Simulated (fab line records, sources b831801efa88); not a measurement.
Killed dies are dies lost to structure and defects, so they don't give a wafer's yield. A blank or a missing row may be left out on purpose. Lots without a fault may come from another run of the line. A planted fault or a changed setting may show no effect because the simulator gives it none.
Problem report in the 8D (eight disciplines) form, filled by code | flow sfq_line | the parts of the form that need people (team, actions taken, sign-off) are left out

1. THE PROBLEM
thk_nm at SFQ_TRILAYER_I7_METRO_MEASURE_185 reads a mean of 220.6 nm on 1 wafer of 1 lot; wafers without a fault read 200.0 nm with a standard deviation of 0.94. That is +22 standard deviations from the usual mean.
First seen on wafer L814.4, day 77 05:48, on film_metro-02. The record holds 39 wafers of 13 lots with a number at this step. Rule for "out", or "out of limits": more than 4 standard deviations from the usual mean. The other wafers with a number count as sound.

2. WHAT IT IS AND WHAT IT IS NOT
question                    | is                | is not
which readings at this step | thk_nm            | -
which lots                  | L814              | L810, L811, L812, L813, L823, L824, L825, L826, L829, L831, L832, L833
which wafers of those lots  | L814.4            | L814.2, L814.3
read on which tools         | film_metro-02     | film_metro-03, film_metro-04
when                        | from day 77 05:48 | up to then (14 sound wafers); but 24 sound wafers of L823, L824, L825, L826, L829, L831, L832, L833 came after

3. SUSPECTS, AND WHAT RULES EACH OUT
Counting: a tool at a process step up to the reading stays a suspect if it ran every lot that is out. Sound lots after the first of them don't rule it out here, since some wafers of a struck lot are sound.
- rie_metal-04 at SFQ_TRILAYER_M6_BARC_OPEN_METAL_ETCH_206 (etches BARC in O2, target depth 125 nm, time 41.7 s): kept. It ran the lot that is out, L814 (day 71 22:05); its last sound lot up to then is L812 (day 68 15:25).
- rie_metal-04 at SFQ_TRILAYER_M6_STRIP_STRIP_163 (strips in O2): kept. It ran the lot that is out, L814 (day 71 22:16); its last sound lot up to then is L812 (day 68 15:47).
- cmp-01 at SFQ_TRILAYER_I7_CMP_CMP_184 (polishes SiO2): kept. It ran the lot that is out, L814 (day 77 02:29); its last sound lot up to then is L813 (day 74 12:25).
- film_metro-02 at SFQ_TRILAYER_I7_METRO_MEASURE_185: kept. It ran the lot that is out, L814 (day 77 05:48); its last sound lot up to then is L812 (day 74 09:47). Its own readings are out on those wafers: thk_nm.
- Within cmp-01 at SFQ_TRILAYER_I7_CMP_CMP_184: the wafers that are out ran in chamber 0; their sound lot-mates ran in chambers 2, 3.
Left after counting: rie_metal-04 at SFQ_TRILAYER_M6_BARC_OPEN_METAL_ETCH_206, rie_metal-04 at SFQ_TRILAYER_M6_STRIP_STRIP_163, cmp-01 at SFQ_TRILAYER_I7_CMP_CMP_184, film_metro-02 at SFQ_TRILAYER_I7_METRO_MEASURE_185.

4. THE CAUSE (what the simulator had put in)
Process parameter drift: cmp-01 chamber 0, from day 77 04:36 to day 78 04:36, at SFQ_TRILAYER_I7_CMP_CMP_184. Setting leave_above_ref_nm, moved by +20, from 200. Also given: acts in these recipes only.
Counting left 4 suspects, and this tool is among them.

5. THE CHAIN OF EFFECTS, in route order
Each row: a reading whose mean over the struck wafers that have a number lies more than 3 standard deviations from the usual. Only readings for which the record gives a usual standard deviation are gone through. hours: the time from each lot's start at the first step in this table that gives one to its start at this step, as a median over the lots. sigmas: the change in usual standard deviations.
hours | step                                  | reading            | usual      | on struck wafers | change | sigmas
0     | SFQ_TRILAYER_I7_CMP_CMP_184           | time_to_endpoint_s | 214 s      | 193              | -21    | -3.4
3     | SFQ_TRILAYER_I7_METRO_MEASURE_185     | thk_nm             | 200.0 nm   | 220.6            | +20.6  | +22
7     | SFQ_TRILAYER_I7_VIA_ETCH_VIA_ETCH_190 | oes_product_au     | 0.854 a.u. | 0.906            | +0.052 | +10
The process steps in it:
- SFQ_TRILAYER_I7_CMP_CMP_184: polishes SiO2.
- SFQ_TRILAYER_I7_METRO_MEASURE_185
- SFQ_TRILAYER_I7_VIA_ETCH_VIA_ETCH_190: etches SiO2 in CHF3, stops on Nb, target depth 260 nm.

6. WHAT WOULD HAVE CAUGHT IT SOONER
In this record the first reading out of limits was taken at day 77 05:48, 1 hour after the fault began at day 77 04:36.
Of the tool readings at SFQ_TRILAYER_I7_CMP_CMP_184 for which the record gives a usual standard deviation, none was out on any struck wafer, so an alarm limit of 4 standard deviations on them would not have fired.
All the lots that are out (1) had begun SFQ_TRILAYER_I7_CMP_CMP_184 on cmp-01 by day 77 05:48. A hold on the tool at that time would have spared none of them.
